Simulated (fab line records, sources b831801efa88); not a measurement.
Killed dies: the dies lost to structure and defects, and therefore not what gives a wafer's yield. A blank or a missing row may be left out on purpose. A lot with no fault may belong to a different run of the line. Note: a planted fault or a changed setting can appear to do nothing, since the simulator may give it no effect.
Which tool did it? :: flow sky130 :: 42 wafers from 14 lots sampled at 5 of the route's 708 steps

== WHAT EACH GAUGE READ, for each wafer ==
SKY_CAPM_OVL_MEAS_12. Usual: CAPM_OVL -0.7 nm, standard deviation 1.3.
lot: L836
measured: day 36 21:29
on: overlay-02
CAPM_OVL (nm): -1.8 -1.1 -4.1
flag: 

lot: L837
measured: day 37 14:16
on: overlay-01
CAPM_OVL (nm): -0.6 -1.2 -2.8
flag: 

lot: L838
measured: day 38 01:41
on: overlay-01
CAPM_OVL (nm): -1.7 -1.8 -2.6
flag: 

lot: L839
measured: day 38 05:57
on: overlay-01
CAPM_OVL (nm): 1.3 0.0 -1.5
flag: 

lot: L840
measured: day 38 12:27
on: overlay-01
CAPM_OVL (nm): -1.2 -0.8 0.1
flag: 

lot: L841
measured: day 39 03:20
on: overlay-02
CAPM_OVL (nm): -0.9 0.4 -0.9
flag: 

lot: L842
measured: day 39 17:30
on: overlay-01
CAPM_OVL (nm): -0.4 -2.8 1.7
flag: 

lot: L843
measured: day 39 20:47
on: overlay-01
CAPM_OVL (nm): -0.4 -0.4 -0.3
flag: 

lot: L844
measured: day 39 22:10
on: overlay-01
CAPM_OVL (nm): -1.8 -1.6 -1.1
flag: 

lot: L852
measured: day 42 09:10
on: overlay-02
CAPM_OVL (nm): -2.4 -2.9 -2.4
flag: 

lot: L855
measured: day 43 02:14
on: overlay-02
CAPM_OVL (nm): 0.1 -0.4 0.7
flag: 

lot: L856
measured: day 43 06:43
on: overlay-02
CAPM_OVL (nm): -1.8 -0.7 -0.8
flag: 

lot: L857
measured: day 43 13:44
on: overlay-02
CAPM_OVL (nm): 1.1 -0.3 0.4
flag: 

lot: L859
measured: day 44 05:41
on: overlay-01
CAPM_OVL (nm): -1.2 -1.3 -1.2
flag: 

SKY_METAL3_OVL_MEAS_14. Usual: METAL3_OVL -1 nm, standard deviation 6.
lot: L836
measured: day 38 01:51
on: overlay-02
METAL3_OVL (nm): -2 -6 -3
flag: 

lot: L837
measured: day 38 16:53
on: overlay-01
METAL3_OVL (nm): 6 0 7
flag: 

lot: L838
measured: day 39 03:48
on: overlay-01
METAL3_OVL (nm): -2 5 8
flag: 

lot: L839
measured: day 39 07:04
on: overlay-01
METAL3_OVL (nm): 3 -9 3
flag: 

lot: L840
measured: day 39 14:28
on: overlay-01
METAL3_OVL (nm): -10 -2 -6
flag: 

lot: L841
measured: day 40 04:24
on: overlay-02
METAL3_OVL (nm): -6 4 13
flag: 

lot: L842
measured: day 40 18:57
on: overlay-01
METAL3_OVL (nm): -12 4 -10
flag: 

lot: L843
measured: day 40 22:08
on: overlay-01
METAL3_OVL (nm): -1 -8 -3
flag: 

lot: L844
measured: day 40 23:05
on: overlay-01
METAL3_OVL (nm): 2 -5 -1
flag: 

lot: L852
measured: day 43 09:35
on: overlay-02
METAL3_OVL (nm): 7 -4 0
flag: 

lot: L855
measured: day 44 01:30
on: overlay-02
METAL3_OVL (nm): 1 6 2
flag: 

lot: L856
measured: day 44 06:01
on: overlay-01
METAL3_OVL (nm): -9 2 -3
flag: 

lot: L857
measured: day 44 12:42
on: overlay-01
METAL3_OVL (nm): -9 4 -3
flag: 

lot: L859
measured: day 45 04:47
on: overlay-01
METAL3_OVL (nm): 4 -9 -11
flag: 

SKY_VIA4_RS_MEAS_19: measures by four-point-probe. Usual: VIA4_W_RS 0.2260 ohm/sq, standard deviation 0.0021.
lot: L836
measured: day 42 09:51
on: film metro-02
VIA4_W_RS (ohm/sq): 0.2267 0.2271 0.2288
flag: 

lot: L837
measured: day 42 23:00
on: film metro-01
VIA4_W_RS (ohm/sq): 0.2255 0.2299 0.2269
flag: 

lot: L838
measured: day 43 10:05
on: film metro-01
VIA4_W_RS (ohm/sq): 0.2289 0.2259 0.2273
flag: 

lot: L839
measured: day 43 13:20
on: film metro-03
VIA4_W_RS (ohm/sq): 0.2288 0.2278 0.2273
flag: 

lot: L840
measured: day 43 20:01
on: film metro-02
VIA4_W_RS (ohm/sq): 0.2285 0.2263 0.2262
flag: 

lot: L841
measured: day 44 09:10
on: film metro-01
VIA4_W_RS (ohm/sq): 0.1121 0.1129 0.1106 0.1122 0.1133 0.1106
flag: OFF

lot: L842
measured: day 44 22:17
on: film metro-02
VIA4_W_RS (ohm/sq): 0.1123 0.1112 0.1121 0.1120 0.1113 0.1123
flag: OFF

lot: L843
measured: day 44 23:00
on: film metro-02
VIA4_W_RS (ohm/sq): 0.2264 0.2239 0.2255
flag: 

lot: L844
measured: day 45 01:07
on: film metro-01
VIA4_W_RS (ohm/sq): 0.1133 0.1118 0.1119 0.1133 0.1115 0.1119
flag: OFF

lot: L852
measured: day 47 07:37
on: film metro-02
VIA4_W_RS (ohm/sq): 0.2275 0.2265 0.2254
flag: 

lot: L855
measured: day 47 16:43
on: film metro-02
VIA4_W_RS (ohm/sq): 0.2259 0.2262 0.2265
flag: 

lot: L856
measured: day 47 23:11
on: film metro-02
VIA4_W_RS (ohm/sq): 0.2260 0.2305 0.2250
flag: 

lot: L857
measured: day 48 05:37
on: film metro-02
VIA4_W_RS (ohm/sq): 0.2284 0.2267 0.2291
flag: 

lot: L859
measured: day 48 20:57
on: film metro-01
VIA4_W_RS (ohm/sq): 0.2290 0.2257 0.2251
flag: 

SKY_VIA4_THK_MEAS_20: measures by xrf. Usual: VIA4_W_THK 494 nm, standard deviation 5.9.
lot: L836
measured: day 42 09:58
on: film metro-02
VIA4_W_THK (nm): 491 489 488
flag: 

lot: L837
measured: day 42 23:07
on: film metro-01
VIA4_W_THK (nm): 496 486 492
flag: 

lot: L838
measured: day 43 10:13
on: film metro-01
VIA4_W_THK (nm): 488 496 492
flag: 

lot: L839
measured: day 43 13:26
on: film metro-03
VIA4_W_THK (nm): 489 495 494
flag: 

lot: L840
measured: day 43 20:06
on: film metro-02
VIA4_W_THK (nm): 488 492 495
flag: 

lot: L843
measured: day 44 23:07
on: film metro-02
VIA4_W_THK (nm): 491 497 493
flag: 

lot: L852
measured: day 47 07:44
on: film metro-02
VIA4_W_THK (nm): 492 493 497
flag: 

lot: L855
measured: day 47 16:50
on: film metro-02
VIA4_W_THK (nm): 494 495 492
flag: 

lot: L856
measured: day 47 23:18
on: film metro-02
VIA4_W_THK (nm): 496 486 496
flag: 

lot: L857
measured: day 48 05:43
on: film metro-02
VIA4_W_THK (nm): 482 488 483
flag: 

lot: L859
measured: day 48 21:04
on: film metro-01
VIA4_W_THK (nm): 487 493 494
flag: 

== WHICH TOOL RAN EACH LOT (tool, then ch and the chambers of the sampled wafers, then the start) ==
lot: L836
SKY_VIA4_CVD_18: cvd w-01 ch 0, day 42 09:42

lot: L837
SKY_VIA4_CVD_18: cvd w-02 ch 0, day 42 22:51

lot: L838
SKY_VIA4_CVD_18: cvd w-02 ch 0,1, day 43 09:56

lot: L839
SKY_VIA4_CVD_18: cvd w-02 ch 0,1, day 43 13:11

lot: L840
SKY_VIA4_CVD_18: cvd w-02 ch 0,1, day 43 19:51

lot: L841
SKY_VIA4_CVD_18: cvd w-02 ch 0,1, day 44 08:41

lot: L842
SKY_VIA4_CVD_18: cvd w-02 ch 0,1, day 44 21:49

lot: L843
SKY_VIA4_CVD_18: cvd w-02 ch 0,1, day 44 22:51

lot: L844
SKY_VIA4_CVD_18: cvd w-02 ch 0,1, day 45 00:39

lot: L852
SKY_VIA4_CVD_18: cvd w-02 ch 0,1, day 47 07:28

lot: L855
SKY_VIA4_CVD_18: cvd w-02 ch 1, day 47 16:25

lot: L856
SKY_VIA4_CVD_18: cvd w-02 ch 0,1, day 47 23:02

lot: L857
SKY_VIA4_CVD_18: cvd w-02 ch 0,1, day 48 05:26

lot: L859
SKY_VIA4_CVD_18: cvd w-01 ch 0,1, day 48 20:48
- SKY_VIA4_CVD_18: deposits W, target thk 505 nm, time 152.14 s.

== WHAT THE TOOLS THEMSELVES READ (means of the sampled wafers that have a number; where no wafer has one, the mark that the record gives instead) ==
SKY_VIA4_CVD_18. Usual: heater power w 888 W, standard deviation 120; susceptor temp C 400.01 C, standard deviation 0.21.
lot: L836
tool: cvd w-01
heater power w (W): 934
susceptor temp C (C): 400.09
flag: 

lot: L837
tool: cvd w-02
heater power w (W): 1016
susceptor temp C (C): 400.15
flag: 

lot: L838
tool: cvd w-02
heater power w (W): 862
susceptor temp C (C): 399.97
flag: 

lot: L839
tool: cvd w-02
heater power w (W): 946
susceptor temp C (C): 399.97
flag: 

lot: L840
tool: cvd w-02
heater power w (W): 940
susceptor temp C (C): 400.01
flag: 

lot: L841
tool: cvd w-02
heater power w (W): 845
susceptor temp C (C): 399.88
flag: 

lot: L842
tool: cvd w-02
heater power w (W): 938
susceptor temp C (C): 400.03
flag: 

lot: L843
tool: cvd w-02
heater power w (W): 954
susceptor temp C (C): 399.99
flag: 

lot: L844
tool: cvd w-02
heater power w (W): 858
susceptor temp C (C): 400.07
flag: 

lot: L852
tool: cvd w-02
heater power w (W): 949
susceptor temp C (C): 400.09
flag: 

lot: L855
tool: cvd w-02
heater power w (W): 743
susceptor temp C (C): 400.02
flag: 

lot: L856
tool: cvd w-02
heater power w (W): 858
susceptor temp C (C): 400.08
flag: 

lot: L857
tool: cvd w-02
heater power w (W): 856
susceptor temp C (C): 399.96
flag: 

lot: L859
tool: cvd w-01
heater power w (W): 908
susceptor temp C (C): 399.97
flag: 

== THE ANSWER, worked out from the rows above alone ==
Rule: a lot is off if the mean of its wafers that have a number lies more than 3 standard deviations from the usual mean. Also off: a lot with no number at a reading for which 4 or more lots have one. All remaining lots with rows at the step are treated as sound. First the gauges in route order, then the tools' own readings, where a lot's mean is used as printed above. At the first step where some lot is off, the reading lying furthest off is the one used; lots without a number count as furthest.
Off: L841, L842, L844, seen at SKY_VIA4_RS_MEAS_19 (VIA4_W_RS).
If a tool, at a process step before that reading, ran all the lots that are off and no sound lot after the first of them, it fits. Gauges at SKY_VIA4_RS_MEAS_19: tried the same way as those tools. Not one of the candidates tried fits.

== WHAT HAD BEEN PUT IN BY THE SIMULATOR ==
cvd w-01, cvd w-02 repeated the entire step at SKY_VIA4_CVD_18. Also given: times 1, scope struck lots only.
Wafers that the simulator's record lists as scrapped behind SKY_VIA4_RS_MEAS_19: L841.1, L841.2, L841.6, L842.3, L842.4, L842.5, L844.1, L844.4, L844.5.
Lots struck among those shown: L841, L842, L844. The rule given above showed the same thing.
